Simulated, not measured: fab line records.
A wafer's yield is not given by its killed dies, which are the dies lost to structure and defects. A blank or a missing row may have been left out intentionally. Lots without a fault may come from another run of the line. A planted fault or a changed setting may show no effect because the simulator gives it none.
fab line records ; flow sky130
[record] lots = 7; wafers = 21; last-day = 50
route steps=708 shown VIA3@591 METAL4@598 CAP2M@603
lots untouched by any fault: they come from a run of this same line in which no faults occurred
start-h: hours from the record's first day to the start of the lot's first wafer shown ; wait-h: hours from the lot's prior step to this one ; " same as the row above ; L1.1+2: one row covering several wafers at once ; - no value, or no start was given ; * or withheld: withheld ; < > ~ a bound
route shown NAME@n: a module of which the file shows steps, and the number in the route of the first ; usual: the fault-free wafers' mean and standard deviation ; same: alike in all rows ; chamber/n: place in a boat ; sites: the reading at each site ; _std_site: the standard deviation of these ; _edge_site: inner sites' mean taken away from outer sites' mean ; radius-mm: for every site, how far away it sits from the centre of the wafer ; mask NAME#n: copy n ; behind: tool/chamber where the wafer was last shaped ; hold: reason for holding the lot/hours on hold/outcome of the hold ; device: transistor that didn't switch, given as n, p or np ; end of line: tests run on the same wafers once the route is complete ; a step with no rows: only its recipe ; killed: dies lost to structure and defects at the first sort, not the wafer's yield ; map: dies across one wafer; x = killed, . = not, _ = none there
set.NAME: setting as actually run; set.NAME@STEP: the setting as run at that earlier step ; model.NAME: the simulator's own value behind a step, which no gauge read
a table for each step, a row for each wafer; lots at some steps of the route
services: from which hour (start-h, from the record's first day; less than 0 if before it) a tool's chamber was out of use, for how many hours, and why
[[steps]]
[step SKY_VIA3_CLEAN_18]
[recipe] chemistry = IPA; time-s = 180; temp-c = 25
[step SKY_VIA3_CLEAN_19]
[recipe] chemistry = O3/DIW; dry = n2-spin
[step SKY_VIA3_SPUTTER_20]
[recipe] material = TiN; target-thk-nm = 20; chamber-pressure-pa = 5; power-w = 4000; time-s = 80
[usual] throttle-valve-pct = 30.7/1.1
lot.wafer;tool;chamber;start-h;wait-h;throttle-valve-pct
L137.1;pvd-sputter-04;-;977.52;0.0;31.5
L137.2;pvd-sputter-04;-;977.52;0.0;29.4
L137.6;pvd-sputter-04;-;977.52;0.0;31.4
L141.3;pvd-sputter-04;-;1014.41;0.0;29.5
L141.4;pvd-sputter-04;-;1014.41;0.0;31.7
L141.5;pvd-sputter-04;-;1014.41;0.0;29.5
L148.1;pvd-sputter-01;-;1054.56;0.0;31.9
L148.4;pvd-sputter-01;-;1054.56;0.0;31.8
L148.6;pvd-sputter-01;-;1054.56;0.0;30.4
L149.1;pvd-sputter-01;-;1063.17;0.0;31.9
L149.2;pvd-sputter-01;-;1063.17;0.0;30.4
L149.3;pvd-sputter-01;-;1063.17;0.0;31.1
L150.1;pvd-sputter-04;-;1064.77;0.0;31.7
L150.3;pvd-sputter-04;-;1064.77;0.0;31.0
L150.5;pvd-sputter-04;-;1064.77;0.0;30.9
L152.2;pvd-sputter-04;-;1072.72;0.0;31.5
L152.4;pvd-sputter-04;-;1072.72;0.0;29.8
L152.6;pvd-sputter-04;-;1072.72;0.0;31.8
L153.3;pvd-sputter-01;-;1082.43;0.0;30.6
L153.4;pvd-sputter-01;-;1082.43;0.0;31.8
L153.5;pvd-sputter-01;-;1082.43;0.0;30.4
[step SKY_VIA3_CVD_21]
[recipe] material = W; target-thk-nm = 390; time-s = 117.31; temp-c = 400; pressure-torr = 40
[usual] chamber-pressure-Torr = 40.00/0.088; heater-power-outer-w = 508/44; heater-power-w = 838/70
lot.wafer;tool;chamber;start-h;wait-h;chamber-pressure-Torr;heater-power-outer-w;heater-power-w
L137.1;cvd-w-01;0;977.58;0.0;39.94;520;853
L137.2;cvd-w-01;1;977.58;0.0;40.15;541;891
L137.6;cvd-w-01;1;977.58;0.0;40.10;522;917
L141.3;cvd-w-02;0;1014.51;0.1;40.11;566;857
L141.4;cvd-w-02;1;1014.51;0.1;39.92;439;716
L141.5;cvd-w-02;0;1014.51;0.1;40.10;554;877
L148.1;cvd-w-02;0;1054.62;0.0;40.09;536;886
L148.4;cvd-w-02;0;1054.62;0.0;40.03;558;907
L148.6;cvd-w-02;0;1054.62;0.0;39.92;550;889
L149.1;cvd-w-01;0;1063.23;0.0;39.90;521;854
L149.2;cvd-w-01;1;1063.23;0.0;39.97;528;906
L149.3;cvd-w-01;0;1063.23;0.0;40.11;502;855
L150.1;cvd-w-01;0;1064.83;0.0;40.05;504;857
L150.3;cvd-w-01;0;1064.83;0.0;40.08;512;831
L150.5;cvd-w-01;1;1064.83;0.0;39.95;528;886
L152.2;cvd-w-02;1;1072.79;0.0;39.96;431;730
L152.4;cvd-w-02;1;1072.79;0.0;39.89;441;724
L152.6;cvd-w-02;0;1072.79;0.0;39.99;547;874
L153.3;cvd-w-02;1;1082.53;0.1;39.95;437;722
L153.4;cvd-w-02;0;1082.53;0.1;40.01;555;893
L153.5;cvd-w-02;0;1082.53;0.1;39.90;552;885
[step SKY_VIA3_RS_MEAS_22]
[recipe] thk-meas-gauge = four-point-probe; reads = W_of_VIA3_CVD_21+TiN_of_VIA3_SPUTTER_20
[usual] VIA3_W_RS = 0.296/0.0031
lot.wafer;tool;chamber;start-h;wait-h;VIA3_W_RS[ohm/sq]
L137.1;film-metro-04;-;977.70;0.1;0.296
L137.2;film-metro-04;-;977.70;0.1;0.300
L137.6;film-metro-04;-;977.70;0.1;0.299
L141.3;film-metro-03;-;1014.63;0.1;0.302
L141.4;film-metro-03;-;1014.63;0.1;0.297
L141.5;film-metro-03;-;1014.63;0.1;0.299
L148.1;film-metro-03;-;1054.74;0.1;0.295
L148.4;film-metro-03;-;1054.74;0.1;0.299
L148.6;film-metro-03;-;1054.74;0.1;0.294
L149.1;film-metro-04;-;1063.35;0.1;0.293
L149.2;film-metro-04;-;1063.35;0.1;0.296
L149.3;film-metro-04;-;1063.35;0.1;0.296
L150.1;film-metro-01;-;1064.95;0.1;0.293
L150.3;film-metro-01;-;1064.95;0.1;0.289
L150.5;film-metro-01;-;1064.95;0.1;0.293
L152.2;film-metro-04;-;1072.93;0.1;0.299
L152.4;film-metro-04;-;1072.93;0.1;0.298
L152.6;film-metro-04;-;1072.93;0.1;0.297
L153.3;film-metro-04;-;1082.65;0.1;0.301
L153.4;film-metro-04;-;1082.65;0.1;0.299
L153.5;film-metro-04;-;1082.65;0.1;0.300
[step SKY_VIA3_THK_MEAS_23]
[recipe] thk-meas-gauge = xrf; reads = W_of_VIA3_CVD_21
[usual] VIA3_W_THK = 392/4.9
lot.wafer;tool;chamber;start-h;wait-h;VIA3_W_THK[nm]
L137.1;film-metro-04;-;977.82;0.1;398
L137.2;film-metro-04;-;977.82;0.1;392
L137.6;film-metro-04;-;977.82;0.1;393
L141.3;film-metro-03;-;1014.73;0.1;384
L141.4;film-metro-03;-;1014.73;0.1;392
L141.5;film-metro-03;-;1014.73;0.1;387
L148.1;film-metro-03;-;1054.86;0.1;394
L148.4;film-metro-03;-;1054.86;0.1;387
L148.6;film-metro-03;-;1054.86;0.1;393
L149.1;film-metro-04;-;1063.47;0.1;402
L149.2;film-metro-04;-;1063.47;0.1;394
L149.3;film-metro-04;-;1063.47;0.1;396
L150.1;film-metro-01;-;1065.07;0.1;391
L150.3;film-metro-01;-;1065.07;0.1;396
L150.5;film-metro-01;-;1065.07;0.1;390
L152.2;film-metro-04;-;1073.04;0.1;391
L152.4;film-metro-04;-;1073.04;0.1;391
L152.6;film-metro-04;-;1073.04;0.1;394
L153.3;film-metro-04;-;1082.75;0.1;386
L153.4;film-metro-04;-;1082.75;0.1;386
L153.5;film-metro-04;-;1082.75;0.1;385
[step SKY_VIA3_CMP_24]
[recipe] stop-on = SiO2; t-overpolish-s = 20; down-force-psi = 3.5; platen-rpm = 58.83; target-thk-nm = 0; pad-velocity-m-s = 0.94248
[step SKY_METAL4_SPUTTER_00]
[recipe] material = Ti; target-thk-nm = 15; power-w = 3000; time-s = 10; chamber-pressure-pa = 0.4
[usual] throttle-valve-pct = 30.7/0.8
lot.wafer;tool;chamber;start-h;wait-h;throttle-valve-pct
L137.1;pvd-sputter-04;-;978.18;0.2;31.8
L137.2;pvd-sputter-04;-;978.18;0.2;31.3
L137.6;pvd-sputter-04;-;978.18;0.2;31.3
L141.3;pvd-sputter-01;-;1015.07;0.1;30.9
L141.4;pvd-sputter-01;-;1015.07;0.1;31.9
L141.5;pvd-sputter-01;-;1015.07;0.1;31.8
L148.1;pvd-sputter-04;-;1055.22;0.1;29.4
L148.4;pvd-sputter-04;-;1055.22;0.1;31.2
L148.6;pvd-sputter-04;-;1055.22;0.1;31.2
L149.1;pvd-sputter-04;-;1063.83;0.1;31.7
L149.2;pvd-sputter-04;-;1063.83;0.1;31.3
L149.3;pvd-sputter-04;-;1063.83;0.1;29.5
L150.1;pvd-sputter-01;-;1065.43;0.1;31.8
L150.3;pvd-sputter-01;-;1065.43;0.1;31.2
L150.5;pvd-sputter-01;-;1065.43;0.1;31.8
L152.2;pvd-sputter-01;-;1073.39;0.2;31.3
L152.4;pvd-sputter-01;-;1073.39;0.2;30.7
L152.6;pvd-sputter-01;-;1073.39;0.2;31.0
L153.3;pvd-sputter-03;-;1083.09;0.2;30.5
L153.4;pvd-sputter-03;-;1083.09;0.2;30.3
L153.5;pvd-sputter-03;-;1083.09;0.2;29.9
[step SKY_METAL4_SPUTTER_01]
[recipe] material = TiN; target-thk-nm = 20; power-w = 6500; time-s = 16.7; chamber-pressure-pa = 0.4
[usual] throttle-valve-pct = 30.7/0.81
lot.wafer;tool;chamber;start-h;wait-h;throttle-valve-pct
L137.1;pvd-sputter-04;-;978.20;0.0;31.5
L137.2;pvd-sputter-04;-;978.20;0.0;31.1
L137.6;pvd-sputter-04;-;978.20;0.0;31.4
L141.3;pvd-sputter-01;-;1015.09;0.0;30.9
L141.4;pvd-sputter-01;-;1015.09;0.0;31.9
L141.5;pvd-sputter-01;-;1015.09;0.0;31.9
L148.1;pvd-sputter-04;-;1055.24;0.0;29.5
L148.4;pvd-sputter-04;-;1055.24;0.0;31.3
L148.6;pvd-sputter-04;-;1055.24;0.0;31.6
L149.1;pvd-sputter-04;-;1063.85;0.0;32.0
L149.2;pvd-sputter-04;-;1063.85;0.0;31.7
L149.3;pvd-sputter-04;-;1063.85;0.0;29.6
L150.1;pvd-sputter-01;-;1065.45;0.0;31.7
L150.3;pvd-sputter-01;-;1065.45;0.0;31.1
L150.5;pvd-sputter-01;-;1065.45;0.0;31.7
L152.2;pvd-sputter-01;-;1073.41;0.0;30.9
L152.4;pvd-sputter-01;-;1073.41;0.0;30.5
L152.6;pvd-sputter-01;-;1073.41;0.0;30.8
L153.3;pvd-sputter-03;-;1083.11;0.0;30.5
L153.4;pvd-sputter-03;-;1083.11;0.0;30.1
L153.5;pvd-sputter-03;-;1083.11;0.0;30.1
[step SKY_METAL4_SPUTTER_02]
[recipe] material = AlCu; target-thk-nm = 735; power-w = 10600; time-s = 39.1; chamber-pressure-pa = 0.4
[step SKY_METAL4_SPUTTER_03]
[recipe] material = Ti; target-thk-nm = 5; power-w = 3000; time-s = 3.3; chamber-pressure-pa = 0.4
[step SKY_METAL4_SPUTTER_04]
[recipe] material = TiN; target-thk-nm = 70; power-w = 6500; time-s = 58.3; chamber-pressure-pa = 0.4
[step SKY_CAP2M_CVD_00]
[recipe] material = SiO2; target-thk-nm = 15.5; temp-c = 400; time-s = withheld; rf-w = 450
[usual] heater-power-outer-w = 402/74; heater-power-w = 688/95
lot.wafer;tool;chamber;start-h;wait-h;heater-power-outer-w;heater-power-w
L137.1;pecvd-04;0;978.34;0.0;443;723
L137.2;pecvd-04;1;978.34;0.0;486;747
L137.6;pecvd-04;0;978.34;0.0;442;736
L141.3;pecvd-02;0;1015.22;0.0;415;731
L141.4;pecvd-02;1;1015.22;0.0;358;757
L141.5;pecvd-02;2;1015.22;0.0;404;704
L148.1;pecvd-02;2;1055.37;0.0;-;-
L148.4;pecvd-02;2;1055.37;0.0;-;-
L148.6;pecvd-02;1;1055.37;0.0;-;-
L149.1;pecvd-02;1;1063.99;0.0;-;-
L149.2;pecvd-02;0;1063.99;0.0;-;-
L149.3;pecvd-02;2;1063.99;0.0;-;-
L150.1;pecvd-01;0;1065.59;0.0;-;-
L150.3;pecvd-01;2;1065.59;0.0;-;-
L150.5;pecvd-01;0;1065.59;0.0;-;-
L152.2;pecvd-04;0;1073.54;0.0;386;661
L152.4;pecvd-04;2;1073.54;0.0;417;648
L152.6;pecvd-04;0;1073.54;0.0;393;650
L153.3;pecvd-02;2;1083.24;0.0;460;751
L153.4;pecvd-02;1;1083.24;0.0;373;766
L153.5;pecvd-02;2;1083.24;0.0;452;766
[step SKY_CAP2M_SPUTTER_02]
[recipe] material = TiN; target-thk-nm = 200; temp-c = 300; power-w = 6500; time-s = 166.7; chamber-pressure-pa = 0.4
[usual] substrate-temp-c = 300.00/0.18; throttle-valve-pct = 29.9/1.2
lot.wafer;tool;chamber;start-h;wait-h;substrate-temp-c;throttle-valve-pct
L137.1;pvd-sputter-02;-;978.42;0.1;299.93;26.8
L137.2;pvd-sputter-02;-;978.42;0.1;299.98;29.9
L137.6;pvd-sputter-02;-;978.42;0.1;299.83;29.4
L141.3;pvd-sputter-03;-;1015.31;0.0;300.11;30.6
L141.4;pvd-sputter-03;-;1015.31;0.0;300.05;29.5
L141.5;pvd-sputter-03;-;1015.31;0.0;300.21;29.2
L148.1;pvd-sputter-02;-;1055.46;0.1;300.22;29.5
L148.4;pvd-sputter-02;-;1055.46;0.1;299.80;26.9
L148.6;pvd-sputter-02;-;1055.46;0.1;299.70;29.6
L149.1;pvd-sputter-02;-;1064.07;0.1;300.01;29.7
L149.2;pvd-sputter-02;-;1064.07;0.1;299.93;26.9
L149.3;pvd-sputter-02;-;1064.07;0.1;300.23;29.6
L150.1;pvd-sputter-03;-;1065.67;0.1;300.09;30.7
L150.3;pvd-sputter-03;-;1065.67;0.1;300.04;30.5
L150.5;pvd-sputter-03;-;1065.67;0.1;300.26;29.3
L152.2;pvd-sputter-02;-;1073.64;0.0;300.10;26.8
L152.4;pvd-sputter-02;-;1073.64;0.0;300.18;30.1
L152.6;pvd-sputter-02;-;1073.64;0.0;300.03;29.9
L153.3;pvd-sputter-02;-;1083.33;0.0;299.99;26.8
L153.4;pvd-sputter-02;-;1083.33;0.0;299.96;29.4
L153.5;pvd-sputter-02;-;1083.33;0.0;299.83;30.3
[[services]]
tool;chamber;start-h;hours;kind
cvd-w-02;-;961.55;14.6;pm
pecvd-02;-;961.94;2.8;pm
pvd-sputter-02;-;964.05;6.7;repair
pvd-sputter-02;-;985.63;2.1;repair
pecvd-02;2;988.33;5.5;scheduled-down
pecvd-01;0;995.17;16.5;scheduled-down
cvd-w-02;-;997.14;1.5;repair
pecvd-04;2;1003.64;5.5;scheduled-down
pecvd-04;1;1006.11;6.4;repair
pecvd-01;1;1033.51;10.9;repair
pvd-sputter-04;-;1035.10;1.0;repair
pecvd-02;0;1036.82;2.1;scheduled-down
pecvd-02;-;1044.34;0.9;repair
cvd-w-01;-;1062.98;0.2;repair
pecvd-04;1;1066.67;-;clean
pecvd-04;1;1066.67;29.5;scheduled-down
pecvd-04;1;1066.67;29.5;vent-cycle
pecvd-01;0;1073.20;6.7;repair
[[key]]
[first-sign] step = SKY_CAP2M_CVD_00; reading = tool-record; direction = missing
effect none on later readings
met-at SKY_CAP2M_CVD_00
struck-wafers L148.1,L148.4,L148.6,L149.1,L149.2,L149.3,L150.1,L150.3,L150.5
later-rows-left-out L148.1,L148.4,L148.6,L149.1,L149.2,L149.3,L150.1,L150.3,L150.5
sort-left-out L148.1,L148.4,L148.6,L149.1,L149.2,L149.3,L150.1,L150.3,L150.5
onset-between 1015.22 1055.37
[fault] kind = skipped-step-whole; tool = pecvd-01,pecvd-02; chamber = -; onset-h = 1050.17; steps = SKY_CAP2M_CVD_00; scope = struck-lots-only
// sort-left-out: the simulated sort isn't trusted on such a fault, so these wafers' sort isn't shown, and their yield isn't known
// later-rows-left-out: the simulator's readings of these wafers behind a module that went badly wrong aren't trusted and aren't shown, but for the sort
